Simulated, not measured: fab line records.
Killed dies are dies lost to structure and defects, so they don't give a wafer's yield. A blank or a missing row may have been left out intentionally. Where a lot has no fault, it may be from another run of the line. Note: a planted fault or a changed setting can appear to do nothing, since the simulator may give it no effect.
Comparing a struck lot with a sound one ; flow sky130 ; 22 out of 708 route steps
Sound: wafers L206.1, L206.2, L206.4. Wafers L213.1, L213.3, L213.5 were the ones struck. Last of all comes the cause.
At each step with rows: each side's tool, then ch and its chambers, then its first start. Under that, the readings that differ: sound wafers ; struck wafers ; difference of the means ; sigmas: that difference in standard deviations of wafers without a fault.
alike: a reading whose means differ by less than 2 such deviations, as well as words and numbers matching on both sides. not compared: withheld readings; readings where some wafer has no value; bounds like >300 that might hide an equal value; numbers whose values overlap and for which the record gives no deviation.
Wherever a step has rows on one side only, a row that says differs or no value, or a row with sigmas, the two part there. Numbers that have no deviation but don't overlap get no sigmas and don't part them. A reading that every wafer of one side lacks parts them only if that side has two wafers or more.

first, 1 step without rows for these wafers: SKY_POLY_GATE_OXIDATION_20 (stabilise 600 s, purge 300 s, target thk 4 nm).
SKY_POLY_GATE_THK_MEAS_21:
  sound: film_metro-04 at day 18 16:15; struck: film_metro-02 at day 22 00:14
  alike: POLY_GATE_OXIDATION_THK
SKY_POLY_GATE_CD_MEAS_22:
  sound: cd_sem-01 at day 18 16:25; struck: cd_sem-01 at day 22 00:17
  alike: cd_nm
then, 7 steps without rows for these wafers: SKY_LDD_N_DEHYDRATE_00 (time 60 s); SKY_LDD_N_HMDS_01 (prime time 60 s); SKY_LDD_N_COAT_02 (resist thk 300 nm); SKY_LDD_N_SOFTBAKE_03 (time 60 s); SKY_LDD_N_EXPOSE_04 (exposes mask NTM, target cd 840 nm); SKY_LDD_N_PEB_05; SKY_LDD_N_DEVELOP_06 (develop time 60 s).
SKY_LDD_N_OVL_MEAS_07:
  sound: overlay-01 at day 19 23:19; struck: overlay-02 at day 23 06:34
  alike: LDD_N_OVL
after that, 1 step had no rows for these wafers: SKY_LDD_N_IMPLANT_08.
SKY_LDD_N_IMPLANT_09:
  sound on implanter-01 ch 0, day 19 23:30; struck on implanter-03 ch 0, day 23 07:13
reading;sound;struck;difference;sigmas
beam_on_s (s);9.94 9.66 9.92;13.17 12.75 12.83;+3.08;+12
faraday_current_uA;426 441 425;322 332 328;-103;-9
  alike: beam_energy_keV, dose_ions_cm2
then, 6 steps without rows for these wafers: SKY_LDD_N_IMPLANT_10; SKY_LDD_N_IMPLANT_11; SKY_LDD_N_IMPLANT_12; SKY_LDD_N_IMPLANT_13; SKY_LDD_N_IMPLANT_14; SKY_LDD_N_IMPLANT_15.
SKY_LDD_N_STRIP_16: strips in O2/N2.
  sound on plasma_asher-04 ch 0,1, day 20 00:33; struck on plasma_asher-04 ch 0,1, day 23 08:16
reading;sound;struck;difference;sigmas
strip_time_to_endpoint_s (s);4.341 4.354 4.330;4.370 4.376 4.385;+0.035;+2
  alike: chamber_pressure_mTorr, drypump_motor_current_A, oes_product_au
  not compared: rf_hours_counter_h
SKY_LDD_N_TW_MEAS_17:
  sound: film_metro-03 at day 20 00:39; struck: film_metro-01 at day 23 08:22
  alike: LDD_N_TW
-- here the record skips 27 days between the struck wafers' starts before and after, leaving off in module LDD_N and picking up in module PAD_OPEN (first step shown: number 708 of the route) --
SKY_PAD_OPEN_PROBE_99:
  sound: prober-02 at day 47 13:29; struck: prober-02 at day 49 22:17
reading;sound;struck;difference;sigmas
model.etest.tip_n.rs_ohm_sq;439.3 443.2 443.6;419.8 417.2 420;-23.0;
  alike: killed_at_M0_to_M3, killed_at_M4_up, killed_at_contacts, killed_at_front_end, killed_at_other, killed_dies, killed_open, killed_short

== WHERE THEY PART ==
Last at SKY_LDD_N_STRIP_16 as far as this record goes, first at SKY_LDD_N_IMPLANT_09. Later steps at which nothing parts them and some readings are alike: SKY_LDD_N_TW_MEAS_17, SKY_PAD_OPEN_PROBE_99.

WHY: what had been put in by the simulator
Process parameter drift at SKY_LDD_N_IMPLANT_09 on implanter-03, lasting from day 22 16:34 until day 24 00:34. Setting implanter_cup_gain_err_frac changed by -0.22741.
